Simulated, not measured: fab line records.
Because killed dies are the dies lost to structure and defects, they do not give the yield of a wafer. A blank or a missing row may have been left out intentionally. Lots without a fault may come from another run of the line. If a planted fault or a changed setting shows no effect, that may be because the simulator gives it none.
Commonality check across tools    flow sky130    12 lots and 36 wafers in the sample

== WHY IT WAS OPENED ==
Of 12 lots, 2 have the reading LDD_N_TW flagged at SKY_LDD_N_TW_MEAS_17. Fault-free wafers read 2602, with a standard deviation of 15.
Rule: flag the lot when none of its wafers has a number, or when each of its wafers that has one lies beyond 4 standard deviations from that mean. The other lots count as sound.

lot   measured      on            LDD_N_TW, wafer by wafer  flag
L998  day 18 16:56  filmMetro-03  2615 2628 2603            
L999  day 18 22:25  filmMetro-03  2630 2618 2626            
L100  day 19 12:48  filmMetro-01  2607 2606 2625            
L108  day 21 20:42  filmMetro-01  2708 2697 2717            FLAGGED
L110  day 22 06:40  filmMetro-03  2697 2722 2702            FLAGGED
L112  day 22 23:11  filmMetro-03  2586 2604 2595            
L113  day 23 12:41  filmMetro-01  2618 2593 2602            
L115  day 24 01:36  filmMetro-03  2586 2589 2573            
L114  day 24 02:48  filmMetro-03  2597 2576 2579            
L117  day 24 21:51  filmMetro-01  2611 2612 2605            
L120  day 25 22:32  filmMetro-04  2615 2600 2597            
L121  day 26 02:17  filmMetro-03  2592 2582 2591            
The numbers of the flagged lots are 2707 on average: +105 against the usual, or +7 standard deviations.

== WHICH TOOL EACH LOT WENT THROUGH ==
2 process steps preceding the reading are held in the record, out of 708 steps in the route. Each cell gives the tool, then ch followed by the chambers the sampled wafers passed through, then the start.
lot   flag     SKY_LDD_N_IMPLANT_11             SKY_LDD_N_STRIP_16
L998           implanter-01 ch 0, day 18 16:07  plasmaAsher-04 ch 0,1, day 18 16:51
L999           implanter-04 ch 0, day 18 21:35  plasmaAsher-04 ch 0,1, day 18 22:18
L100           implanter-01 ch 0, day 19 11:59  plasmaAsher-04 ch 0,1, day 19 12:42
L108  FLAGGED  implanter-01 ch 0, day 21 19:34  plasmaAsher-03 ch 0,1, day 21 20:37
L110  FLAGGED  implanter-02 ch 0, day 22 05:30  plasmaAsher-03 ch 0,1, day 22 06:34
L112           implanter-04 ch 0, day 22 22:20  plasmaAsher-03 ch 1, day 22 23:05
L113           implanter-01 ch 0, day 23 11:52  plasmaAsher-03 ch 0,1, day 23 12:36
L115           implanter-04 ch 0, day 24 00:45  plasmaAsher-01 ch 0,1, day 24 01:30
L114           implanter-04 ch 0, day 24 01:57  plasmaAsher-01 ch 0,1, day 24 02:42
L117           implanter-02 ch 0, day 24 21:01  plasmaAsher-04 ch 1, day 24 21:44
L120           implanter-04 ch 0, day 25 21:43  plasmaAsher-03 ch 0,1, day 25 22:27
L121           implanter-04 ch 0, day 26 01:26  plasmaAsher-01 ch 1, day 26 02:11
These steps, and what they do:
- SKY_LDD_N_IMPLANT_11
- SKY_LDD_N_STRIP_16: strips in O2/N2.
- SKY_LDD_N_TW_MEAS_17

== FLAGGED OVER TOTAL, TOOL BY TOOL (the gauges that took the reading come last) ==
step                  tool            lots run  flagged  share of the flagged lots  sound lots run after its first flagged lot
SKY_LDD_N_IMPLANT_11  implanter-01    4         1        some                       1 (L113)
SKY_LDD_N_IMPLANT_11  implanter-02    2         1        some                       1 (L117)
SKY_LDD_N_IMPLANT_11  implanter-04    6         0        none                       -
SKY_LDD_N_STRIP_16    plasmaAsher-01  3         0        none                       -
SKY_LDD_N_STRIP_16    plasmaAsher-03  5         2        all                        3 (L112,L113,L120)
SKY_LDD_N_STRIP_16    plasmaAsher-04  4         0        none                       -
SKY_LDD_N_TW_MEAS_17  filmMetro-01    4         1        some                       2 (L113,L117)
SKY_LDD_N_TW_MEAS_17  filmMetro-03    7         1        some                       4 (L112,L115,L114,L121)
SKY_LDD_N_TW_MEAS_17  filmMetro-04    1         0        none                       -

== WHAT THE TABLE PERMITS ==
All flagged lots share 1 row of the table, namely plasmaAsher-03 at SKY_LDD_N_STRIP_16.
- plasmaAsher-03 at SKY_LDD_N_STRIP_16: 2 of its 5 lots flagged. Sound lots ran on it after the first flagged one (L112, L113, L120), which a lasting fault on the whole tool wouldn't allow. Its own readings (stripTimeToEndpointS) fall more than 4 standard deviations out on all wafers of the flagged lots.
No row of the table ran every flagged lot and no sound lot after the first.

== WHAT HAD BEEN PUT IN BY THE SIMULATOR ==
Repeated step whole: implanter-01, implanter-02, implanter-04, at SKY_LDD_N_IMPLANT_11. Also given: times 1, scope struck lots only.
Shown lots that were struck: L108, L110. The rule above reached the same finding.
